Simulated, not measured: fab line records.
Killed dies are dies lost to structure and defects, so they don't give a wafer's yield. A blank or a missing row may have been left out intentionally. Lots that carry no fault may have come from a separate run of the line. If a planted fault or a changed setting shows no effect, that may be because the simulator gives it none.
What tool caused it? | flow gf180mcu | Sampling: 14 lots, 41 wafers, 3 of 602 route steps

## WHAT THE GAUGES READ, wafer by wafer
GF_M2_THK_MEAS_06: measures by xrf.
lot  | measured     | on            | M2_ALCU_THK (nm)
L748 | day 18 09:16 | film metro-04 | 444 444 453
L752 | day 20 07:38 | film metro-04 | 449 446 446
L753 | day 20 10:52 | film metro-04 | 454 452 451
L754 | day 21 05:27 | film metro-04 | 455 448 452
L755 | day 21 12:23 | film metro-01 | 454 454 444
L757 | day 22 06:41 | film metro-01 | 451 451 451
L758 | day 22 13:49 | film metro-01 | 444 451 453
L759 | day 22 21:05 | film metro-03 | 450 450 451
L760 | day 23 06:02 | film metro-04 | 450 453 451
L761 | day 23 09:58 | film metro-03 | 451 445
L762 | day 23 16:04 | film metro-04 | 444 450 442
L763 | day 24 05:01 | film metro-03 | 452 449 455
L764 | day 24 09:50 | film metro-04 | 449 453 458
L771 | day 26 22:48 | film metro-03 | 460 459 459

## EACH LOT AND THE TOOL THAT RAN IT (in order: tool; ch and the chambers of the sampled wafers; start)
lot  | GF_M2_SPUTTER_01             | GF_M2_SPUTTER_02
L748 | pvd sputter-03, day 18 09:01 | pvd sputter-03, day 18 09:02
L752 | pvd sputter-03, day 20 07:23 | pvd sputter-03, day 20 07:25
L753 | pvd sputter-03, day 20 10:36 | pvd sputter-03, day 20 10:38
L754 | pvd sputter-02, day 21 05:12 | pvd sputter-02, day 21 05:14
L755 | pvd sputter-02, day 21 12:09 | pvd sputter-02, day 21 12:11
L757 | pvd sputter-02, day 22 06:25 | pvd sputter-02, day 22 06:28
L758 | pvd sputter-01, day 22 13:34 | pvd sputter-01, day 22 13:36
L759 | pvd sputter-01, day 22 20:50 | pvd sputter-01, day 22 20:53
L760 | pvd sputter-03, day 23 05:47 | pvd sputter-03, day 23 05:50
L761 | pvd sputter-01, day 23 09:42 | pvd sputter-01, day 23 09:44
L762 | pvd sputter-03, day 23 15:48 | pvd sputter-03, day 23 15:50
L763 | pvd sputter-01, day 24 04:46 | pvd sputter-01, day 24 04:48
L764 | pvd sputter-02, day 24 09:35 | pvd sputter-02, day 24 09:37
L771 | pvd sputter-02, day 26 22:33 | pvd sputter-02, day 26 22:35
- GF_M2_SPUTTER_01: material TiN, target thk 30 nm, time 25 s.
- GF_M2_SPUTTER_02: material AlCu, target thk 450 nm, time 23.9 s.

## WHAT THE TOOLS THEMSELVES READ (means of the sampled wafers that have a number; where no wafer has one, the mark that the record gives instead)
GF_M2_SPUTTER_01.
lot  | tool           | throttle valve pct (%)
L748 | pvd sputter-03 | 30.9
L752 | pvd sputter-03 | 30.7
L753 | pvd sputter-03 | 30.6
L754 | pvd sputter-02 | 29.3
L755 | pvd sputter-02 | 30.1
L757 | pvd sputter-02 | 31.6
L758 | pvd sputter-01 | 30.4
L759 | pvd sputter-01 | 30.2
L760 | pvd sputter-03 | 30.7
L761 | pvd sputter-01 | 30.2
L762 | pvd sputter-03 | 30.0
L763 | pvd sputter-01 | 30.7
L764 | pvd sputter-02 | 29.9
L771 | pvd sputter-02 | 30.6

GF_M2_SPUTTER_02.
lot  | tool           | throttle valve pct (%)
L748 | pvd sputter-03 | 30.9
L752 | pvd sputter-03 | 30.6
L753 | pvd sputter-03 | 30.8
L754 | pvd sputter-02 | 29.1
L755 | pvd sputter-02 | 30.2
L757 | pvd sputter-02 | 31.4
L758 | pvd sputter-01 | 30.3
L759 | pvd sputter-01 | 30.2
L760 | pvd sputter-03 | 30.7
L761 | pvd sputter-01 | 30.1
L762 | pvd sputter-03 | 30.1
L763 | pvd sputter-01 | 30.7
L764 | pvd sputter-02 | 29.9
L771 | pvd sputter-02 | 30.7

## THE ANSWER, worked out from the rows above alone
Rule: what is usual is taken from the lots themselves. The widest of any qualifying gaps counts: lots, ordered by their means at a reading, are off when they make up no more than a third of the lots, leave a main group of 4 or more, and stand apart from it by 3 or more times the standard deviation of that group's means. If all means in a main group match to the digits the tables above print for the reading, that group is not used. A lot without any number at a reading at which 4 lots or more have one is off too. Any other lot the step has rows for is counted as sound. The gauges are gone through in route order, then the tools' own readings, and for those a lot's mean is taken as printed above. The first step at which some lot is off is used, and at that step the reading that is off furthest; a lot without a number counts as furthest.
None of the lots is off at any reading shown; this tells nothing.

## WHAT THE SIMULATOR HAD PUT IN
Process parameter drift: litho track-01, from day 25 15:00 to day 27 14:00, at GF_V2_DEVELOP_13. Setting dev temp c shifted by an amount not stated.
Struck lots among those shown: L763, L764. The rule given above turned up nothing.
